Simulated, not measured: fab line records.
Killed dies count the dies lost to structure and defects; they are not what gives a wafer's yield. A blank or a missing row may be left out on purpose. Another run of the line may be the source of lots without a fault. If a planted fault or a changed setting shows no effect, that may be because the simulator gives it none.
What tool caused it? || flow gf180mcu || 13 lots, 39 wafers sampled, at 5 steps of a route of 602

== WHAT THE GAUGES SHOWED, per wafer ==
GF_MIM_THK_MEAS_06.
{"lot": "L391", "measured": "day 24 12:49", "on": "film metro-03", "MIM_CVD_05_THK (nm)": "42.5 42.4 42.4"}
{"lot": "L392", "measured": "day 24 21:31", "on": "film metro-04", "MIM_CVD_05_THK (nm)": "41.7 42.0 41.9"}
{"lot": "L393", "measured": "day 25 16:10", "on": "film metro-04", "MIM_CVD_05_THK (nm)": "41.6 41.7 42.4"}
{"lot": "L394", "measured": "day 25 18:32", "on": "film metro-02", "MIM_CVD_05_THK (nm)": "42.6 41.7 42.2"}
{"lot": "L397", "measured": "day 26 19:01", "on": "film metro-02", "MIM_CVD_05_THK (nm)": "41.0 41.9 42.6"}
{"lot": "L398", "measured": "day 27 01:07", "on": "film metro-03", "MIM_CVD_05_THK (nm)": "41.5 40.9 41.4"}
{"lot": "L400", "measured": "day 27 18:32", "on": "film metro-03", "MIM_CVD_05_THK (nm)": "41.8 41.9 42.2"}
{"lot": "L405", "measured": "day 29 04:25", "on": "film metro-02", "MIM_CVD_05_THK (nm)": "41.8 47.9 48.1"}
{"lot": "L407", "measured": "day 29 12:39", "on": "film metro-02", "MIM_CVD_05_THK (nm)": "41.9 41.8 47.0"}
{"lot": "L406", "measured": "day 29 13:22", "on": "film metro-03", "MIM_CVD_05_THK (nm)": "41.4 42.7 48.4"}
{"lot": "L409", "measured": "day 30 12:40", "on": "film metro-04", "MIM_CVD_05_THK (nm)": "41.7 42.1 42.8"}
{"lot": "L411", "measured": "day 31 01:34", "on": "film metro-03", "MIM_CVD_05_THK (nm)": "42.5 43.1 42.7"}
{"lot": "L414", "measured": "day 31 21:52", "on": "film metro-03", "MIM_CVD_05_THK (nm)": "41.4 40.6 41.0"}

== WHAT TOOL EACH LOT RAN ON (gives the tool, then ch and the chambers of the sampled wafers, and finally the start) ==
{"lot": "L391", "GF_V3_SPUTTER_22": "pvd sputter-02, day 22 10:23", "GF_V3_CMP_26": "cmp-02 ch 1,3, day 22 10:43", "GF_M4_SPUTTER_03": "pvd sputter-01, day 22 11:10", "GF_MIM_CVD_05": "pecvd-03 ch 1,2, day 24 12:46"}
{"lot": "L392", "GF_V3_SPUTTER_22": "pvd sputter-04, day 22 20:15", "GF_V3_CMP_26": "cmp-01 ch 0,3, day 22 20:35", "GF_M4_SPUTTER_03": "pvd sputter-04, day 22 21:02", "GF_MIM_CVD_05": "pecvd-02 ch 0,1, day 24 21:28"}
{"lot": "L393", "GF_V3_SPUTTER_22": "pvd sputter-02, day 23 15:59", "GF_V3_CMP_26": "cmp-01 ch 0,2,3, day 23 16:22", "GF_M4_SPUTTER_03": "pvd sputter-01, day 23 16:46", "GF_MIM_CVD_05": "pecvd-02 ch 0,1, day 25 16:08"}
{"lot": "L394", "GF_V3_SPUTTER_22": "pvd sputter-04, day 23 19:10", "GF_V3_CMP_26": "cmp-02 ch 0,1,2, day 23 19:53", "GF_M4_SPUTTER_03": "pvd sputter-03, day 23 20:11", "GF_MIM_CVD_05": "pecvd-02 ch 0,1,2, day 25 18:30"}
{"lot": "L397", "GF_V3_SPUTTER_22": "pvd sputter-02, day 24 19:16", "GF_V3_CMP_26": "cmp-02 ch 1,2,3, day 24 19:41", "GF_M4_SPUTTER_03": "pvd sputter-03, day 24 20:03", "GF_MIM_CVD_05": "pecvd-02 ch 1,2, day 26 18:58"}
{"lot": "L398", "GF_V3_SPUTTER_22": "pvd sputter-03, day 25 03:08", "GF_V3_CMP_26": "cmp-01 ch 0,3, day 25 03:28", "GF_M4_SPUTTER_03": "pvd sputter-04, day 25 03:56", "GF_MIM_CVD_05": "pecvd-03 ch 0,1, day 27 01:05"}
{"lot": "L400", "GF_V3_SPUTTER_22": "pvd sputter-03, day 25 21:18", "GF_V3_CMP_26": "cmp-01 ch 0,1,2, day 25 21:44", "GF_M4_SPUTTER_03": "pvd sputter-04, day 25 22:05", "GF_MIM_CVD_05": "pecvd-04 ch 1,2, day 27 18:29"}
{"lot": "L405", "GF_V3_SPUTTER_22": "pvd sputter-02, day 27 08:42", "GF_V3_CMP_26": "cmp-01 ch 0,1,2, day 27 09:08", "GF_M4_SPUTTER_03": "pvd sputter-03, day 27 09:29", "GF_MIM_CVD_05": "pecvd-03 ch 0,1, day 29 04:22"}
{"lot": "L407", "GF_V3_SPUTTER_22": "pvd sputter-03, day 27 17:44", "GF_V3_CMP_26": "cmp-02 ch 0,2,3, day 27 18:04", "GF_M4_SPUTTER_03": "pvd sputter-03, day 27 18:32", "GF_MIM_CVD_05": "pecvd-03 ch 0,1,2, day 29 12:37"}
{"lot": "L406", "GF_V3_SPUTTER_22": "pvd sputter-04, day 27 18:25", "GF_V3_CMP_26": "cmp-01 ch 0,2,3, day 27 18:51", "GF_M4_SPUTTER_03": "pvd sputter-04, day 27 19:13", "GF_MIM_CVD_05": "pecvd-03 ch 0,1, day 29 13:19"}
{"lot": "L409", "GF_V3_SPUTTER_22": "pvd sputter-03, day 28 19:03", "GF_V3_CMP_26": "cmp-02 ch 0,1,2, day 28 19:32", "GF_M4_SPUTTER_03": "pvd sputter-04, day 28 19:50", "GF_MIM_CVD_05": "pecvd-02 ch 0,1, day 30 12:36"}
{"lot": "L411", "GF_V3_SPUTTER_22": "pvd sputter-02, day 29 07:44", "GF_V3_CMP_26": "cmp-01 ch 0,1, day 29 08:11", "GF_M4_SPUTTER_03": "pvd sputter-01, day 29 08:38", "GF_MIM_CVD_05": "pecvd-04 ch 0,1, day 31 01:32"}
{"lot": "L414", "GF_V3_SPUTTER_22": "pvd sputter-04, day 30 06:04", "GF_V3_CMP_26": "cmp-01 ch 2,3, day 30 06:24", "GF_M4_SPUTTER_03": "pvd sputter-01, day 30 06:52", "GF_MIM_CVD_05": "pecvd-02 ch 0,2, day 31 21:50"}
- GF_V3_SPUTTER_22: material TiN, target thk 10 nm, time 40 s.
- GF_V3_CMP_26: polishes, stops on SiO2, t overpolish 15 s, target thk 0 nm.
- GF_M4_SPUTTER_03: material Ti, target thk 10 nm, time 6.7 s.
- GF_MIM_CVD_05: deposits Si3N4, target thk 42 nm, time 29.086 s.

== WHAT THE TOOLS THEMSELVES READ (means of the sampled wafers that have a number; where no wafer has one, the mark that the record gives instead) ==
GF_V3_SPUTTER_22.
{"lot": "L391", "tool": "pvd sputter-02", "throttle valve pct (%)": 31.7}
{"lot": "L392", "tool": "pvd sputter-04", "throttle valve pct (%)": 30.3}
{"lot": "L393", "tool": "pvd sputter-02", "throttle valve pct (%)": 31.7}
{"lot": "L394", "tool": "pvd sputter-04", "throttle valve pct (%)": 30.5}
{"lot": "L397", "tool": "pvd sputter-02", "throttle valve pct (%)": 31.5}
{"lot": "L398", "tool": "pvd sputter-03", "throttle valve pct (%)": 29.3}
{"lot": "L400", "tool": "pvd sputter-03", "throttle valve pct (%)": 30.7}
{"lot": "L405", "tool": "pvd sputter-02", "throttle valve pct (%)": 31.6}
{"lot": "L407", "tool": "pvd sputter-03", "throttle valve pct (%)": 30.4}
{"lot": "L406", "tool": "pvd sputter-04", "throttle valve pct (%)": 30.6}
{"lot": "L409", "tool": "pvd sputter-03", "throttle valve pct (%)": 30.6}
{"lot": "L411", "tool": "pvd sputter-02", "throttle valve pct (%)": 31.9}
{"lot": "L414", "tool": "pvd sputter-04", "throttle valve pct (%)": 30.6}

GF_V3_CMP_26.
{"lot": "L391", "tool": "cmp-02", "motor current A (A)": 10.1, "overpolish run s (s)": 14.995, "time to endpoint s (s)": 87}
{"lot": "L392", "tool": "cmp-01", "motor current A (A)": 11.2, "overpolish run s (s)": 15.002, "time to endpoint s (s)": 89}
{"lot": "L393", "tool": "cmp-01", "motor current A (A)": 10.9, "overpolish run s (s)": 14.998, "time to endpoint s (s)": 86}
{"lot": "L394", "tool": "cmp-02", "motor current A (A)": 11.2, "overpolish run s (s)": 14.996, "time to endpoint s (s)": 87}
{"lot": "L397", "tool": "cmp-02", "motor current A (A)": 11.0, "overpolish run s (s)": 14.997, "time to endpoint s (s)": 88}
{"lot": "L398", "tool": "cmp-01", "motor current A (A)": 10.9, "overpolish run s (s)": 14.995, "time to endpoint s (s)": 84}
{"lot": "L400", "tool": "cmp-01", "motor current A (A)": 11.0, "overpolish run s (s)": 15.003, "time to endpoint s (s)": 84}
{"lot": "L405", "tool": "cmp-01", "motor current A (A)": 11.1, "overpolish run s (s)": 15.004, "time to endpoint s (s)": 85}
{"lot": "L407", "tool": "cmp-02", "motor current A (A)": 12.0, "overpolish run s (s)": 14.997, "time to endpoint s (s)": 86}
{"lot": "L406", "tool": "cmp-01", "motor current A (A)": 11.4, "overpolish run s (s)": 14.992, "time to endpoint s (s)": 84}
{"lot": "L409", "tool": "cmp-02", "motor current A (A)": 11.3, "overpolish run s (s)": 15.003, "time to endpoint s (s)": 82}
{"lot": "L411", "tool": "cmp-01", "motor current A (A)": 11.0, "overpolish run s (s)": 15.005, "time to endpoint s (s)": 89}
{"lot": "L414", "tool": "cmp-01", "motor current A (A)": 11.4, "overpolish run s (s)": 14.991, "time to endpoint s (s)": 87}

GF_M4_SPUTTER_03.
{"lot": "L391", "tool": "pvd sputter-01", "throttle valve pct (%)": 30.9}
{"lot": "L392", "tool": "pvd sputter-04", "throttle valve pct (%)": 30.5}
{"lot": "L393", "tool": "pvd sputter-01", "throttle valve pct (%)": 30.7}
{"lot": "L394", "tool": "pvd sputter-03", "throttle valve pct (%)": 30.7}
{"lot": "L397", "tool": "pvd sputter-03", "throttle valve pct (%)": 30.8}
{"lot": "L398", "tool": "pvd sputter-04", "throttle valve pct (%)": 30.9}
{"lot": "L400", "tool": "pvd sputter-04", "throttle valve pct (%)": 30.2}
{"lot": "L405", "tool": "pvd sputter-03", "throttle valve pct (%)": 30.6}
{"lot": "L407", "tool": "pvd sputter-03", "throttle valve pct (%)": 30.3}
{"lot": "L406", "tool": "pvd sputter-04", "throttle valve pct (%)": 30.8}
{"lot": "L409", "tool": "pvd sputter-04", "throttle valve pct (%)": 30.6}
{"lot": "L411", "tool": "pvd sputter-01", "throttle valve pct (%)": 30.5}
{"lot": "L414", "tool": "pvd sputter-01", "throttle valve pct (%)": 30.9}

GF_MIM_CVD_05.
{"lot": "L391", "tool": "pecvd-03", "heater power w (W)": 589}
{"lot": "L392", "tool": "pecvd-02", "heater power w (W)": 586}
{"lot": "L393", "tool": "pecvd-02", "heater power w (W)": 496}
{"lot": "L394", "tool": "pecvd-02", "heater power w (W)": 571}
{"lot": "L397", "tool": "pecvd-02", "heater power w (W)": 595}
{"lot": "L398", "tool": "pecvd-03", "heater power w (W)": 611}
{"lot": "L400", "tool": "pecvd-04", "heater power w (W)": 659}
{"lot": "L405", "tool": "pecvd-03", "heater power w (W)": 516}
{"lot": "L407", "tool": "pecvd-03", "heater power w (W)": 595}
{"lot": "L406", "tool": "pecvd-03", "heater power w (W)": 618}
{"lot": "L409", "tool": "pecvd-02", "heater power w (W)": 577}
{"lot": "L411", "tool": "pecvd-04", "heater power w (W)": 570}
{"lot": "L414", "tool": "pecvd-02", "heater power w (W)": 549}

== THE ANSWER, worked out from the rows above alone ==
Rule: usual is defined by the lots themselves. The widest of any qualifying gaps counts: lots, ordered by their means at a reading, are off when they make up no more than a third of the lots, leave a main group of 4 or more, and stand apart from it by 3 or more times the standard deviation of that group's means. The tables above print the reading to a certain number of digits; a main group whose means all agree to those digits is not used. A lot without any number at a reading at which 4 lots or more have one is off too. The other lots that the step has rows for count as sound. Order of review: gauges by route order, followed by the tools' own readings, for which a lot's mean as printed above is used. At the first step where some lot is off, the reading lying furthest off is the one used; lots without a number count as furthest.
Across all readings shown, no lot is off: no conclusion can be drawn from this.

== WHAT WAS PUT IN BY THE SIMULATOR ==
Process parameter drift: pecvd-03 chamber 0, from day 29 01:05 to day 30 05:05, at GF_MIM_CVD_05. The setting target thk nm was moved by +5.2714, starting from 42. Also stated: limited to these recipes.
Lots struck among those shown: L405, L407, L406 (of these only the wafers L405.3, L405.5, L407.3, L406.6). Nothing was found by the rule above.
